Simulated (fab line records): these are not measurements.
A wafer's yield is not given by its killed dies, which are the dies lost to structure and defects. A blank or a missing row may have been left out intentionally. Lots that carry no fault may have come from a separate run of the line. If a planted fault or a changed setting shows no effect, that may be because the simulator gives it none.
2 desks, one fault / flow sky130 / each desk has only its own numbers; what lay behind them comes last

## FROM THE METROLOGY DESK
What the gauges read, lot by lot, whatever tool the lot ran on: means of the sampled wafers that have a number. Marked OUT: a lot whose mean sits more than 4 standard deviations from the usual mean, which makes it out of limits; the brackets give that distance.
Columns: A = VIA4_W_THK at SKY_VIA4_THK_MEAS_20, usual 520 nm
lot=L585; first seen here=day 42 22:14; A=523
lot=L588; first seen here=day 43 10:22; A=516
lot=L586; first seen here=day 43 12:23; A=521
lot=L592; first seen here=day 44 14:47; A=520
lot=L595; first seen here=day 45 04:28; A=519
lot=L602; first seen here=day 47 02:32; A=511
lot=L603; first seen here=day 47 05:15; A=520
lot=L604; first seen here=day 47 10:23; A=523
lot=L605; first seen here=day 48 00:39; A=513
lot=L606; first seen here=day 48 13:40; A=524
lot=L608; first seen here=day 48 14:25; A=523
lot=L607; first seen here=day 48 14:40; A=511
This desk's verdict: no lot among the 12 shows anything out of limits.

## FOR THE TOOL OWNER'S DESK: pvd sputter-01
At SKY_CAPM_SPUTTER_02 (material TiN, target thk 200 nm, time 166.7 s) the tool's own readings: per lot run on this tool, the mean of the sampled wafers that have a number. Marked OUT: a lot whose mean sits more than 4 standard deviations from the usual mean, which makes it out of limits; the brackets give that distance.
Columns: A = throttle valve pct at SKY_CAPM_SPUTTER_02, usual 30.2 %
lot=L588; first seen here=day 37 01:46; A=29.9
lot=L592; first seen here=day 38 10:59; A=30.5
lot=L595; first seen here=day 39 02:18; A=29.8
lot=L603; first seen here=day 41 11:54; A=30.4
This desk's verdict: no lot among the 4 shows anything out of limits.

## ALL TOGETHER
Metrology desk: nothing out of limits seen.
Nothing out of limits was seen by the tool owner's desk.

## WHAT THE SIMULATOR PUT IN
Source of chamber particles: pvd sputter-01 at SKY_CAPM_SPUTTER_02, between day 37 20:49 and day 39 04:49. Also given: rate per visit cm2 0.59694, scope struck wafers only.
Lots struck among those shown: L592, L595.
